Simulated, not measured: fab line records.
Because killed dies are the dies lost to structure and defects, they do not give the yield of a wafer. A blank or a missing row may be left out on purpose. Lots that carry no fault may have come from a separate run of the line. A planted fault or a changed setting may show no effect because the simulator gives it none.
fab line records + flow sfq-line
record:
- lots: 6
- wafers: 18
- last-day: 93
route steps=325 shown M5@201 A5B@209 R5@212 I5@228 C5@240 M8@325
lots with no fault: from the same line, run without faults
start-h: the number of hours between the record's first day and the start of the first shown wafer of the lot + wait-h: time in hours since the lot's previous step + " identical to the entry in the row above + L1.1+2: a row that stands for several wafers + - no value, or no start was given + * or withheld: withheld + < > ~ a bound
route shown NAME@n: NAME is a module with steps in the file, n the number in the route of the first one + usual: mean/standard deviation of fault-free wafers + same: alike in all rows + chamber/n: place in a boat + sites: each site's reading + _std_site: standard deviation across them + _edge_site: outer sites' mean less inner sites' + radius-mm: how far each site lies from the wafer's centre + mask NAME#n: copy n + behind: the most recent tool/chamber to have shaped the wafer + hold: why the lot went on hold/how many hours it stayed there/how the hold came to an end + device: transistor that didn't switch, given as n, p or np + end of line: at the end of the route, the tests of the same wafers + a step without rows: its recipe alone + killed: the dies lost at the first sort to structure and to defects; this is not the yield of the wafer + map: the dies of a wafer, with x for killed, . for not killed, _ for no die there
set.NAME: setting as actually run; set.NAME@STEP: the setting as run at that earlier step + model.NAME: the simulator's own value behind a step, which no gauge read
lots at some steps of the route; a table a step, a row a wafer
services: the hour from which a tool's chamber was out of use, counted from the record's first day as start-h (under 0 if before that day), plus the number of hours and why
== steps ==
step: SFQ_TRILAYER_M5_LITHO_EXPOSE_124
recipe:
- mask-id: M5
- na: 0.6
- source-shape: conventional
- sigma-outer: 0.65
- target-cd-nm: 700
- dose-mj: 14.4
step: SFQ_TRILAYER_M5_LITHO_PEB_126
recipe:
- peb-temp-c: 115
- peb-time-s: 60
- resist: KrF
step: SFQ_TRILAYER_M5_LITHO_DEVELOP_125
recipe:
- time-s: 60
- resist: KrF
step: SFQ_M5_OVL_MEAS_932
usual:
- M5_OVL: 0/5.6
| lot.wafer | tool       | chamber | start-h | wait-h | M5_OVL[nm] |
|-----------|------------|---------|---------|--------|------------|
| L486.1    | overlay-01 | -       | 1461.21 | 0.1    | 9          |
| L486.3    | "          | -       | "       | "      | 7          |
| L486.5    | "          | -       | "       | "      | 3          |
| L487.2    | overlay-01 | -       | 1473.31 | 0.1    | 8          |
| L487.3    | "          | -       | "       | "      | 5          |
| L487.6    | "          | -       | "       | "      | 1          |
| L489.1    | overlay-02 | -       | 1493.71 | 0.1    | 1          |
| L489.2    | "          | -       | "       | "      | 8          |
| L489.6    | "          | -       | "       | "      | 6          |
| L490.1    | overlay-02 | -       | 1609.74 | 0.1    | -6         |
| L490.3    | "          | -       | "       | "      | 5          |
| L490.5    | "          | -       | "       | "      | -3         |
| L497.2    | overlay-02 | -       | 1730.91 | 0.1    | 1          |
| L497.3    | "          | -       | "       | "      | -1         |
| L497.4    | "          | -       | "       | "      | -2         |
| L498.3    | overlay-02 | -       | 1734.52 | 0.1    | -5         |
| L498.4    | "          | -       | "       | "      | -11        |
| L498.6    | "          | -       | "       | "      | -5         |
step: SFQ_TRILAYER_M5_BARC_OPEN_METAL_ETCH_161
recipe:
- mask-material: PR
- chemistry: O2
- target-depth-nm: 125
- target: BARC
- icp-w: 600
- bias-w: 80
- pressure-mtorr: 10
- time-s: 41.7
usual:
- drypump-motor-current-A: 5.9/0.36
- oes-product-au: 0.685/0.005
| lot.wafer | tool         | chamber | start-h | wait-h | drypump-motor-current-A | oes-product-au | rf-hours-counter-h |
|-----------|--------------|---------|---------|--------|-------------------------|----------------|--------------------|
| L486.1    | rie-metal-02 | 1       | 1461.25 | 0.0    | 6.3                     | 0.685          | 131                |
| L486.3    | "            | 1       | "       | "      | 6.3                     | 0.679          | -                  |
| L486.5    | "            | 1       | "       | "      | 6.3                     | 0.682          | -                  |
| L487.2    | rie-metal-02 | 1       | 1473.34 | 0.0    | 6.3                     | 0.683          | 132                |
| L487.3    | "            | 1       | "       | "      | 6.3                     | 0.678          | -                  |
| L487.6    | "            | 0       | "       | "      | 5.4                     | 0.690          | -                  |
| L489.1    | rie-metal-02 | 1       | 1493.74 | 0.0    | 6.3                     | 0.686          | 135                |
| L489.2    | "            | 0       | "       | "      | 5.4                     | 0.684          | 53                 |
| L489.6    | "            | 0       | "       | "      | 5.4                     | 0.689          | -                  |
| L490.1    | rie-metal-02 | 1       | 1609.78 | 0.0    | 6.2                     | 0.681          | 13                 |
| L490.3    | "            | 0       | "       | "      | 5.4                     | 0.686          | -                  |
| L490.5    | "            | 1       | "       | "      | 6.3                     | 0.689          | -                  |
| L497.2    | rie-metal-02 | 1       | 1730.94 | 0.0    | 6.2                     | 0.679          | 25                 |
| L497.3    | "            | 1       | "       | "      | 6.2                     | 0.687          | -                  |
| L497.4    | "            | 0       | "       | "      | 5.4                     | 0.683          | -                  |
| L498.3    | rie-metal-01 | 1       | 1734.56 | 0.0    | 5.5                     | 0.682          | -                  |
| L498.4    | "            | 0       | "       | "      | 5.9                     | 0.690          | -                  |
| L498.6    | "            | 1       | "       | "      | 5.4                     | 0.691          | -                  |
step: SFQ_TRILAYER_M5_ETCH_METAL_ETCH_126
recipe:
- target: Nb
- stop-on: SiO2
- mask-material: PR
- over-etch-frac: 0.15
- time-s: 203.2
- chemistry: Cl2/BCl3
- target-depth-nm: 265
- icp-w: 600
- bias-w: 80
- pressure-mtorr: 10
usual:
- drypump-motor-current-A: 5.9/0.36
- oes-product-au: 0.728/0.0063
| lot.wafer | tool         | chamber | start-h | wait-h | drypump-motor-current-A | oes-product-au | rf-hours-counter-h |
|-----------|--------------|---------|---------|--------|-------------------------|----------------|--------------------|
| L486.1    | rie-metal-02 | 1       | 1461.31 | 0.0    | 6.3                     | 0.721          | 131                |
| L486.3    | "            | 1       | "       | "      | 6.3                     | 0.723          | -                  |
| L486.5    | "            | 1       | "       | "      | 6.2                     | 0.733          | -                  |
| L487.2    | rie-metal-02 | 1       | 1473.40 | 0.0    | 6.2                     | 0.730          | 132                |
| L487.3    | "            | 1       | "       | "      | 6.2                     | 0.736          | -                  |
| L487.6    | "            | 0       | "       | "      | 5.4                     | 0.737          | -                  |
| L489.1    | rie-metal-02 | 1       | 1493.80 | 0.0    | 6.2                     | 0.723          | 135                |
| L489.2    | "            | 0       | "       | "      | 5.4                     | 0.722          | 53                 |
| L489.6    | "            | 0       | "       | "      | 5.4                     | 0.715          | -                  |
| L490.1    | rie-metal-02 | 1       | 1609.84 | 0.0    | 6.2                     | 0.723          | 13                 |
| L490.3    | "            | 0       | "       | "      | 5.4                     | 0.733          | -                  |
| L490.5    | "            | 1       | "       | "      | 6.2                     | 0.723          | -                  |
| L497.2    | rie-metal-02 | 1       | 1731.00 | 0.0    | 6.3                     | 0.731          | 25                 |
| L497.3    | "            | 1       | "       | "      | 6.2                     | 0.734          | -                  |
| L497.4    | "            | 0       | "       | "      | 5.4                     | 0.726          | -                  |
| L498.3    | rie-metal-01 | 1       | 1734.66 | 0.1    | 5.4                     | 0.718          | -                  |
| L498.4    | "            | 0       | "       | "      | 5.9                     | 0.726          | -                  |
| L498.6    | "            | 1       | "       | "      | 5.5                     | 0.721          | -                  |
step: SFQ_TRILAYER_M5_STRIP_STRIP_127
recipe:
- gas: O2
- power-w: 200
- platen-temp-c: 40
- overash-fraction: 0.65
- chemistry: O2
- pressure-mtorr: 50
step: SFQ_TRILAYER_M5_STRIP_SOLV_CLEAN_128
recipe:
- chemistry: NMP
- temp-c: 70
- time-s: 600
step: SFQ_TRILAYER_A5B_DEP_PECVD_129
recipe:
- material: SiO2
- temp-c: 150
- time-s: 133.33
- pressure-torr: 2.4
- rf-w: 183.3
- precursor: SiH4/N2O
- target-thk-nm: 600
step: SFQ_TRILAYER_A5B_CMP_CMP_130
recipe:
- stop-on: Nb
- down-force-psi: 3
- platen-rpm: 60
- target-thk-nm: 340.7
usual:
- edge-zone-pressure-frac: 1.000/0.0047
- motor-current-A: 10.0/0.95
- retaining-ring-pressure-frac: 1.000/0.0055
| lot.wafer | tool   | chamber | start-h | wait-h | edge-zone-pressure-frac | motor-current-A | retaining-ring-pressure-frac |
|-----------|--------|---------|---------|--------|-------------------------|-----------------|------------------------------|
| L486.3    | cmp-02 | 0       | 1462.68 | 0.4    | 1.002                   | 10.2            | 0.998                        |
| L486.1    | "      | 2       | 1463.68 | 1.4    | 0.997                   | 9.0             | 0.989                        |
| L486.5    | "      | 0       | 1464.68 | 2.3    | 0.997                   | 10.1            | 0.993                        |
| L487.2    | cmp-01 | 2       | 1474.46 | 0.0    | 1.005                   | 10.0            | 0.997                        |
| L487.3    | "      | 3       | "       | "      | 1.003                   | 9.2             | 0.991                        |
| L487.6    | "      | 3       | 1476.96 | 2.5    | 1.012                   | 9.6             | 0.998                        |
| L489.1    | cmp-01 | 1       | 1495.36 | 0.5    | 1.004                   | 11.0            | 1.004                        |
| L489.2    | "      | 3       | 1496.36 | 1.5    | 0.997                   | 9.3             | 1.005                        |
| L489.6    | "      | 0       | "       | "      | 1.004                   | 10.6            | 0.999                        |
| L490.3    | cmp-02 | 1       | 1611.57 | 0.5    | 1.006                   | 8.9             | 0.994                        |
| L490.1    | "      | 2       | "       | "      | 0.999                   | 8.7             | 1.005                        |
| L490.5    | "      | 0       | 1613.07 | 2.0    | 1.003                   | 9.8             | 1.005                        |
| L497.2    | cmp-01 | 3       | 1732.06 | 0.0    | 1.005                   | 9.8             | 0.999                        |
| L497.4    | "      | 0       | "       | "      | 1.001                   | 10.9            | 0.996                        |
| L497.3    | "      | 2       | 1733.56 | 1.5    | 0.992                   | 10.1            | 1.008                        |
| L498.3    | cmp-01 | 3       | 1736.83 | 1.0    | 1.005                   | 9.6             | 1.000                        |
| L498.4    | "      | 0       | "       | "      | 1.000                   | 10.8            | 0.996                        |
| L498.6    | "      | 2       | 1738.33 | 2.5    | 1.002                   | 9.8             | 1.004                        |
step: SFQ_TRILAYER_A5B_METRO_MEASURE_131
step: SFQ_TRILAYER_R5_DEP_SPUTTER_132
recipe:
- material: Ti
- base-pressure-pa: 1.33e-06
- target-thk-nm: 5
- power-w: 2000
- time-s: 5
- chamber-pressure-pa: 0.4
step: SFQ_TRILAYER_R5_DEP_SPUTTER_133
recipe:
- material: MoNx
- base-pressure-pa: 1.33e-06
- target-thk-nm: 40
- power-w: 1000
- time-s: 66.7
- chamber-pressure-pa: 0.4
usual:
- cathode-dc-power-W: 1000.00/0.18
- chamber-pressure-pa: 0.4001/0.00092
- throttle-valve-pct: 30.2/1.3
| lot.wafer | tool           | chamber | start-h | wait-h | cathode-dc-power-W | chamber-pressure-pa | throttle-valve-pct | model.MoNx_of_TRILAYER_R5_DEP_SPUTTER_133.thk-nm |
|-----------|----------------|---------|---------|--------|--------------------|---------------------|--------------------|--------------------------------------------------|
| L486.1    | pvd-sputter-03 | -       | 1466.90 | 0.0    | 1000.1             | 0.3995              | 31.0               | 40.38                                            |
| L486.3    | "              | -       | "       | "      | 1000.3             | 0.4003              | 28.6               | 40.36                                            |
| L486.5    | "              | -       | "       | "      | 1000.1             | 0.3999              | 31.2               | 39.95                                            |
| L487.2    | pvd-sputter-05 | -       | 1478.68 | 0.0    | 1293.6             | 0.4003              | 26.6               | 52.46                                            |
| L487.3    | "              | -       | "       | "      | 1293.3             | 0.3980              | 30.0               | 52.35                                            |
| L487.6    | "              | -       | "       | "      | 1293.4             | 0.4015              | 26.8               | 52.3                                             |
| L489.1    | pvd-sputter-05 | -       | 1499.08 | 0.0    | 1293.0             | 0.4011              | 29.9               | 52.35                                            |
| L489.2    | "              | -       | "       | "      | 1293.9             | 0.4003              | 30.3               | 51.81                                            |
| L489.6    | "              | -       | "       | "      | 1293.3             | 0.3995              | 30.1               | 51.72                                            |
| L490.1    | pvd-sputter-05 | -       | 1615.29 | 0.0    | 999.98             | 0.4011              | 30.0               | 40.86                                            |
| L490.3    | "              | -       | "       | "      | 999.59             | 0.4005              | 30.2               | 40.37                                            |
| L490.5    | "              | -       | "       | "      | 999.87             | 0.4011              | 29.9               | 40.24                                            |
| L497.2    | pvd-sputter-05 | -       | 1736.28 | 0.0    | 1000.0             | 0.4002              | 27.1               | 39.37                                            |
| L497.3    | "              | -       | "       | "      | 999.82             | 0.3996              | 30.0               | 39.29                                            |
| L497.4    | "              | -       | "       | "      | 1000.00            | 0.3989              | 29.9               | 39.28                                            |
| L498.3    | pvd-sputter-04 | -       | 1740.05 | 0.0    | 1000.1             | 0.3987              | 31.4               | 39.31                                            |
| L498.4    | "              | -       | "       | "      | 999.93             | 0.3999              | 31.3               | 39.26                                            |
| L498.6    | "              | -       | "       | "      | 999.82             | 0.3990              | 30.8               | 39.43                                            |
step: SFQ_TRILAYER_R5_DEP_SPUTTER_134
recipe:
- material: Ti
- base-pressure-pa: 1.33e-06
- target-thk-nm: 5
- power-w: 2000
- time-s: 5
- chamber-pressure-pa: 0.4
step: SFQ_R5_RS_MEAS_933
recipe:
- thk-meas-gauge: four-point-probe
- reads: Ti_of_TRILAYER_R5_DEP_SPUTTER_134+MoNx_of_TRILAYER_R5_DEP_SPUTTER_133+Ti_of_TRILAYER_R5_DEP_SPUTTER_132
usual:
- R5_MONX_RS: 7.06/0.076
| lot.wafer | tool          | chamber | start-h | wait-h | R5_MONX_RS[ohm/sq] |
|-----------|---------------|---------|---------|--------|--------------------|
| L486.1    | film-metro-04 | -       | 1466.98 | 0.0    | 6.98               |
| L486.3    | "             | -       | "       | "      | 6.99               |
| L486.5    | "             | -       | "       | "      | 7.04               |
| L487.2    | film-metro-03 | -       | 1478.77 | 0.0    | 5.47               |
| L487.3    | "             | -       | "       | "      | 5.46               |
| L487.6    | "             | -       | "       | "      | 5.49               |
| L489.1    | film-metro-03 | -       | 1499.15 | 0.0    | 5.48               |
| L489.2    | "             | -       | "       | "      | 5.55               |
| L489.6    | "             | -       | "       | "      | 5.55               |
| L490.1    | film-metro-04 | -       | 1615.36 | 0.0    | 6.88               |
| L490.3    | "             | -       | "       | "      | 6.96               |
| L490.5    | "             | -       | "       | "      | 7.02               |
| L497.2    | film-metro-04 | -       | 1736.37 | 0.0    | 7.14               |
| L497.3    | "             | -       | "       | "      | 7.17               |
| L497.4    | "             | -       | "       | "      | 7.17               |
| L498.3    | film-metro-03 | -       | 1740.17 | 0.0    | 7.18               |
| L498.4    | "             | -       | "       | "      | 7.20               |
| L498.6    | "             | -       | "       | "      | 7.15               |
step: SFQ_R5_THK_MEAS_934
recipe:
- thk-meas-gauge: xrf
- reads: MoNx_of_TRILAYER_R5_DEP_SPUTTER_133
usual:
- R5_MONX_THK: 39.6/0.53
| lot.wafer | tool          | chamber | start-h | wait-h | R5_MONX_THK[nm] |
|-----------|---------------|---------|---------|--------|-----------------|
| L486.1    | film-metro-04 | -       | 1467.10 | 0.1    | 39.7            |
| L486.3    | "             | -       | "       | "      | 39.8            |
| L486.5    | "             | -       | "       | "      | 39.5            |
| L487.2    | film-metro-03 | -       | 1478.88 | 0.1    | 52.1            |
| L487.3    | "             | -       | "       | "      | 52.3            |
| L487.6    | "             | -       | "       | "      | 52.3            |
| L489.1    | film-metro-03 | -       | 1499.27 | 0.1    | 52.4            |
| L489.2    | "             | -       | "       | "      | 51.7            |
| L489.6    | "             | -       | "       | "      | 51.8            |
| L490.1    | film-metro-04 | -       | 1615.48 | 0.1    | 40.4            |
| L490.3    | "             | -       | "       | "      | 39.8            |
| L490.5    | "             | -       | "       | "      | 39.6            |
| L497.2    | film-metro-04 | -       | 1736.48 | 0.1    | 38.6            |
| L497.3    | "             | -       | "       | "      | 38.6            |
| L497.4    | "             | -       | "       | "      | 38.8            |
| L498.3    | film-metro-03 | -       | 1740.27 | 0.1    | 39.3            |
| L498.4    | "             | -       | "       | "      | 38.9            |
| L498.6    | "             | -       | "       | "      | 39.1            |
step: SFQ_TRILAYER_R5_LITHO_COAT_141
recipe:
- resist: BARC
- spin-rpm: 3000
- resist-thk-nm: 62
step: SFQ_TRILAYER_R5_LITHO_COAT_136
recipe:
- resist: KrF
- spin-rpm: 3000
- resist-thk-nm: 600
step: SFQ_TRILAYER_R5_LITHO_SOFTBAKE_140
recipe:
- temp-c: withheld
- time-s: withheld
- resist: KrF
step: SFQ_TRILAYER_R5_LITHO_EXPOSE_137
recipe:
- mask-id: R5
- na: 0.6
- source-shape: conventional
- sigma-outer: 0.65
- target-cd-nm: 500
- dose-mj: 14.4
step: SFQ_TRILAYER_R5_LITHO_PEB_139
recipe:
- peb-temp-c: 115
- peb-time-s: 60
- resist: KrF
step: SFQ_TRILAYER_R5_LITHO_DEVELOP_138
recipe:
- time-s: 60
- resist: KrF
step: SFQ_R5_OVL_MEAS_935
usual:
- R5_OVL: 2/5.7
| lot.wafer | tool       | chamber | start-h | wait-h | R5_OVL[nm] |
|-----------|------------|---------|---------|--------|------------|
| L486.1    | overlay-01 | -       | 1600.14 | 0.1    | 3          |
| L486.3    | "          | -       | "       | "      | 5          |
| L486.5    | "          | -       | "       | "      | 2          |
| L487.2    | overlay-01 | -       | 1610.95 | 0.1    | 0          |
| L487.3    | "          | -       | "       | "      | -7         |
| L487.6    | "          | -       | "       | "      | 0          |
| L489.1    | overlay-01 | -       | 1631.46 | 0.1    | 10         |
| L489.2    | "          | -       | "       | "      | 0          |
| L489.6    | "          | -       | "       | "      | 6          |
| L490.1    | overlay-02 | -       | 1732.10 | 0.1    | 0          |
| L490.3    | "          | -       | "       | "      | -4         |
| L490.5    | "          | -       | "       | "      | 0          |
| L497.2    | overlay-02 | -       | 1752.64 | 0.1    | 7          |
| L497.3    | "          | -       | "       | "      | 10         |
| L497.4    | "          | -       | "       | "      | 3          |
| L498.3    | overlay-02 | -       | 1753.85 | 0.1    | -13        |
| L498.4    | "          | -       | "       | "      | -4         |
| L498.6    | "          | -       | "       | "      | -6         |
step: SFQ_TRILAYER_R5_BARC_OPEN_METAL_ETCH_177
recipe:
- mask-material: PR
- chemistry: O2
- target-depth-nm: 125
- target: BARC
- icp-w: 600
- bias-w: 80
- pressure-mtorr: 10
- time-s: 41.7
usual:
- drypump-motor-current-A: 5.7/0.42
- oes-product-au: 0.685/0.0044
| lot.wafer | tool         | chamber | start-h | wait-h | drypump-motor-current-A | oes-product-au | rf-hours-counter-h |
|-----------|--------------|---------|---------|--------|-------------------------|----------------|--------------------|
| L486.1    | rie-metal-03 | 0       | 1600.18 | 0.0    | 5.4                     | 0.684          | 49                 |
| L486.3    | "            | 1       | "       | "      | 5.3                     | 0.686          | -                  |
| L486.5    | "            | 1       | "       | "      | 5.3                     | 0.689          | -                  |
| L487.2    | rie-metal-03 | 0       | 1610.98 | 0.0    | 5.4                     | 0.677          | 50                 |
| L487.3    | "            | 0       | "       | "      | 5.4                     | 0.682          | -                  |
| L487.6    | "            | 0       | "       | "      | 5.3                     | 0.684          | -                  |
| L489.1    | rie-metal-02 | 0       | 1631.50 | 0.0    | 5.4                     | 0.685          | 75                 |
| L489.2    | "            | 1       | "       | "      | 6.2                     | 0.686          | 15                 |
| L489.6    | "            | 0       | "       | "      | 5.4                     | 0.686          | -                  |
| L490.1    | rie-metal-04 | 1       | 1732.14 | 0.0    | 6.1                     | 0.688          | 119                |
| L490.3    | "            | 0       | "       | "      | 6.2                     | 0.681          | -                  |
| L490.5    | "            | 1       | "       | "      | 6.0                     | 0.685          | -                  |
| L497.2    | rie-metal-04 | 1       | 1752.67 | 0.0    | 6.1                     | 0.682          | 124                |
| L497.3    | "            | 0       | "       | "      | 6.2                     | 0.685          | -                  |
| L497.4    | "            | 1       | "       | "      | 6.1                     | 0.681          | -                  |
| L498.3    | rie-metal-03 | 0       | 1753.89 | 0.0    | 5.3                     | 0.693          | -                  |
| L498.4    | "            | 1       | "       | "      | 5.3                     | 0.671          | -                  |
| L498.6    | "            | 0       | "       | "      | 5.4                     | 0.691          | -                  |
step: SFQ_TRILAYER_R5_ETCH_METAL_ETCH_139
recipe:
- stop-on: SiO2
- mask-material: PR
- chemistry: Cl2
- target-depth-nm: 60
- icp-w: 600
- bias-w: 80
- pressure-mtorr: 10
- time-s: 40
step: SFQ_TRILAYER_R5_STRIP_STRIP_140
recipe:
- gas: O2
- power-w: 200
- platen-temp-c: 40
- overash-fraction: 0.65
- chemistry: O2
- pressure-mtorr: 50
usual:
- drypump-motor-current-A: 5.7/0.42
- oes-product-au: 1.002/0.0072
| lot.wafer | tool         | chamber | start-h | wait-h | drypump-motor-current-A | oes-product-au | rf-hours-counter-h |
|-----------|--------------|---------|---------|--------|-------------------------|----------------|--------------------|
| L486.1    | rie-metal-03 | 0       | 1600.29 | 0.0    | 5.4                     | 1.007          | 49                 |
| L486.3    | "            | 1       | "       | "      | 5.3                     | 1.010          | -                  |
| L486.5    | "            | 1       | "       | "      | 5.3                     | 1.004          | -                  |
| L487.2    | rie-metal-03 | 0       | 1611.13 | 0.1    | 5.4                     | 1.009          | 50                 |
| L487.3    | "            | 0       | "       | "      | 5.4                     | 1.002          | -                  |
| L487.6    | "            | 0       | "       | "      | 5.3                     | 0.998          | -                  |
| L489.1    | rie-metal-02 | 0       | 1631.62 | 0.0    | 5.4                     | 1.008          | 76                 |
| L489.2    | "            | 1       | "       | "      | 6.3                     | 1.007          | 16                 |
| L489.6    | "            | 0       | "       | "      | 5.4                     | 1.005          | -                  |
| L490.1    | rie-metal-04 | 1       | 1732.26 | 0.0    | 6.0                     | 1.000          | 120                |
| L490.3    | "            | 0       | "       | "      | 6.2                     | 0.993          | -                  |
| L490.5    | "            | 1       | "       | "      | 6.1                     | 1.003          | -                  |
| L497.2    | rie-metal-04 | 1       | 1752.79 | 0.0    | 6.1                     | 0.998          | 124                |
| L497.3    | "            | 0       | "       | "      | 6.2                     | 1.010          | -                  |
| L497.4    | "            | 1       | "       | "      | 6.1                     | 0.998          | -                  |
| L498.3    | rie-metal-03 | 0       | 1754.19 | 0.2    | 5.4                     | 1.013          | -                  |
| L498.4    | "            | 1       | "       | "      | 5.3                     | 0.984          | -                  |
| L498.6    | "            | 0       | "       | "      | 5.4                     | 1.000          | -                  |
step: SFQ_TRILAYER_R5_STRIP_SOLV_CLEAN_141
recipe:
- chemistry: NMP
- temp-c: 70
- time-s: 600
step: SFQ_TRILAYER_A5C_DEP_PECVD_142
recipe:
- material: SiO2
- temp-c: 150
- time-s: 15.556
- pressure-torr: 2.4
- rf-w: 183.3
- precursor: SiH4/N2O
- target-thk-nm: 70
step: SFQ_TRILAYER_I5_LITHO_COAT_149
recipe:
- resist: BARC
- spin-rpm: 3000
- resist-thk-nm: 62
step: SFQ_TRILAYER_I5_LITHO_COAT_144
recipe:
- resist: KrF
- spin-rpm: 3000
- resist-thk-nm: 650
step: SFQ_TRILAYER_I5_LITHO_SOFTBAKE_148
recipe:
- temp-c: withheld
- time-s: withheld
- resist: KrF
step: SFQ_TRILAYER_I5_LITHO_EXPOSE_145
recipe:
- mask-id: I5
- na: 0.6
- source-shape: conventional
- sigma-outer: 0.65
- target-cd-nm: 700
- dose-mj: 21.3
step: SFQ_TRILAYER_I5_LITHO_PEB_147
recipe:
- peb-temp-c: 115
- peb-time-s: 60
- resist: KrF
step: SFQ_TRILAYER_I5_LITHO_DEVELOP_146
recipe:
- time-s: 60
- resist: KrF
step: SFQ_I5_OVL_MEAS_936
usual:
- I5_OVL: -2/5.4
| lot.wafer | tool       | chamber | start-h | wait-h | I5_OVL[nm] |
|-----------|------------|---------|---------|--------|------------|
| L486.1    | overlay-02 | -       | 1720.30 | 0.1    | -7         |
| L486.3    | "          | -       | "       | "      | -5         |
| L486.5    | "          | -       | "       | "      | -10        |
| L487.2    | overlay-02 | -       | 1728.51 | 0.1    | -1         |
| L487.3    | "          | -       | "       | "      | -3         |
| L487.6    | "          | -       | "       | "      | 0          |
| L489.1    | overlay-02 | -       | 1747.70 | 0.1    | -3         |
| L489.2    | "          | -       | "       | "      | 3          |
| L489.6    | "          | -       | "       | "      | -3         |
| L490.1    | overlay-01 | -       | 1749.04 | 0.1    | 8          |
| L490.3    | "          | -       | "       | "      | 2          |
| L490.5    | "          | -       | "       | "      | -6         |
| L497.2    | overlay-02 | -       | 1770.64 | 0.1    | 0          |
| L497.3    | "          | -       | "       | "      | 3          |
| L497.4    | "          | -       | "       | "      | 3          |
| L498.3    | overlay-02 | -       | 1771.85 | 0.1    | 3          |
| L498.4    | "          | -       | "       | "      | 1          |
| L498.6    | "          | -       | "       | "      | -2         |
step: SFQ_TRILAYER_I5_BARC_OPEN_VIA_ETCH_200
recipe:
- mask-material: PR
- chemistry: O2
- target-depth-nm: 125
- target: BARC
- source-w: 500
- bias-w: 80
- pressure-mtorr: 30
- time-s: 41.7
step: SFQ_TRILAYER_I5_ETCH_VIA_ETCH_147
recipe:
- stop-on: Nb
- mask-material: PR
- chemistry: CHF3
- target-depth-nm: 360
- source-w: 500
- bias-w: 80
- pressure-mtorr: 30
- time-s: withheld
step: SFQ_TRILAYER_I5_STRIP_STRIP_148
recipe:
- gas: O2
- power-w: 200
- platen-temp-c: 40
- overash-fraction: 0.65
- chemistry: O2
- pressure-mtorr: 50
step: SFQ_TRILAYER_I5_STRIP_SOLV_CLEAN_149
recipe:
- chemistry: NMP
- temp-c: 70
- time-s: 600
step: SFQ_TRILAYER_C5_LITHO_COAT_156
recipe:
- resist: BARC
- spin-rpm: 3000
- resist-thk-nm: 62
step: SFQ_TRILAYER_C5_LITHO_COAT_151
recipe:
- resist: KrF
- spin-rpm: 3000
- resist-thk-nm: 650
step: SFQ_TRILAYER_C5_LITHO_SOFTBAKE_155
recipe:
- temp-c: withheld
- time-s: withheld
- resist: KrF
step: SFQ_M8_BOW_MEAS_951
recipe:
- mode: bow
usual:
- M8_BOW: 8/12
| lot.wafer | tool          | chamber | start-h | wait-h | M8_BOW[um] | model.etest.r5.ohm-um | model.etest.c5.link-ohm | model.etest.r5.ohm-sq |
|-----------|---------------|---------|---------|--------|------------|-----------------------|-------------------------|-----------------------|
| L486.1    | film-metro-03 | -       | 2097.24 | 0.0    | 25         | 13.96                 | 7.963                   | 6.996                 |
| L486.3    | "             | -       | "       | "      | 20         | 13.93                 | 7.945                   | 6.998                 |
| L486.5    | "             | -       | "       | "      | 10         | 14.05                 | 8.025                   | 7.071                 |
| L487.2    | film-metro-03 | -       | 2108.06 | 0.0    | 18         | 10.76                 | 6.323                   | 5.385                 |
| L487.3    | "             | -       | "       | "      | 20         | 10.77                 | 6.341                   | 5.396                 |
| L487.6    | "             | -       | "       | "      | 6          | 10.76                 | 6.352                   | 5.401                 |
| L489.1    | film-metro-01 | -       | 2122.22 | 0.0    | 17         | 10.82                 | 6.354                   | 5.396                 |
| L489.2    | "             | -       | "       | "      | -7         | 10.93                 | 6.408                   | 5.452                 |
| L489.6    | "             | -       | "       | "      | 9          | 10.92                 | 6.416                   | 5.462                 |
| L490.1    | film-metro-03 | -       | 2125.15 | 0.0    | 0          | 13.84                 | 7.865                   | 6.913                 |
| L490.3    | "             | -       | "       | "      | 1          | 14.06                 | 7.957                   | 6.997                 |
| L490.5    | "             | -       | "       | "      | -13        | 14.06                 | 7.964                   | 7.019                 |
| L497.2    | film-metro-04 | -       | 2225.44 | 0.0    | 3          | 14.3                  | 8.112                   | 7.175                 |
| L497.3    | "             | -       | "       | "      | 12         | 14.41                 | 8.136                   | 7.191                 |
| L497.4    | "             | -       | "       | "      | 25         | 14.37                 | 8.135                   | 7.193                 |
| L498.3    | film-metro-01 | -       | 2235.06 | 0.0    | 9          | 14.32                 | 8.13                    | 7.186                 |
| L498.4    | "             | -       | "       | "      | 23         | 14.34                 | 8.143                   | 7.196                 |
| L498.6    | "             | -       | "       | "      | 29         | 14.3                  | 8.119                   | 7.164                 |
== services ==
| tool           | chamber | start-h | hours | kind   |
|----------------|---------|---------|-------|--------|
| cmp-01         | -       | 1438.23 | 0.7   | repair |
| cmp-02         | -       | 1466.25 | 0.4   | repair |
| cmp-01         | -       | 1477.82 | 1.6   | repair |
| pvd-sputter-05 | -       | 1516.37 | 7.5   | repair |
| cmp-02         | -       | 1517.86 | 0.3   | repair |
| cmp-02         | -       | 1528.55 | 6.8   | pm     |
| rie-metal-04   | 1       | 1535.69 | 44.0  | repair |
| rie-metal-04   | -       | 1545.24 | 0.8   | repair |
| rie-metal-04   | 0       | 1545.38 | 7.4   | repair |
| pvd-sputter-05 | -       | 1547.02 | 3.7   | repair |
| cmp-01         | -       | 1560.44 | 0.6   | repair |
| rie-metal-03   | -       | 1581.35 | 2.8   | pm     |
| cmp-01         | -       | 1610.15 | 4.0   | pm     |
| cmp-02         | -       | 1617.63 | 1.4   | repair |
| cmp-02         | -       | 1639.55 | 2.1   | repair |
| rie-metal-03   | 0       | 1642.64 | 11.3  | repair |
| cmp-01         | -       | 1657.27 | 1.5   | repair |
| cmp-01         | -       | 1696.41 | 0.2   | repair |
| cmp-01         | -       | 1715.98 | 3.4   | pm     |
| rie-metal-02   | 1       | 1724.98 | 5.9   | repair |
| pvd-sputter-05 | -       | 1737.08 | 4.5   | repair |
| rie-metal-03   | 1       | 1740.91 | 10.2  | repair |
| cmp-01         | -       | 1748.65 | 1.2   | repair |
| cmp-01         | -       | 1749.81 | 0.7   | repair |
== key ==
first-sign:
- step: SFQ_TRILAYER_R5_DEP_SPUTTER_133
- reading: cathode-dc-power-W
- direction: up
- sigmas: 99+
- usual: 1000.00
- struck: 1293.4
effect:
- step: SFQ_R5_RS_MEAS_933
- reading: R5_MONX_RS
- direction: down
- sigmas: 21
- usual: 7.06
- struck: 5.50
effect:
- step: SFQ_R5_THK_MEAS_934
- reading: R5_MONX_THK
- direction: up
- sigmas: 24
- usual: 39.6
- struck: 52.1
model-effect:
- step: SFQ_TRILAYER_R5_DEP_SPUTTER_133
- value: MoNx_of_TRILAYER_R5_DEP_SPUTTER_133.thk-nm
- without: 40.43
- struck: 52.17
model-effect:
- step: SFQ_M8_BOW_MEAS_951
- value: etest.r5.ohm-um
- without: 13.97
- struck: 10.83
met-at SFQ_TRILAYER_R5_DEP_SPUTTER_133
struck-wafers L487.2,L487.3,L487.6,L489.1,L489.2,L489.6
fault:
- kind: process-parameter-drift
- tool: pvd-sputter-05
- chamber: -
- onset-h: 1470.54
- steps: SFQ_TRILAYER_R5_DEP_SPUTTER_133
- channel: power-w
- offset: 293.35
- shape: step
- end-h: 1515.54
- acts-in: these-recipes-only
- stated: 1000
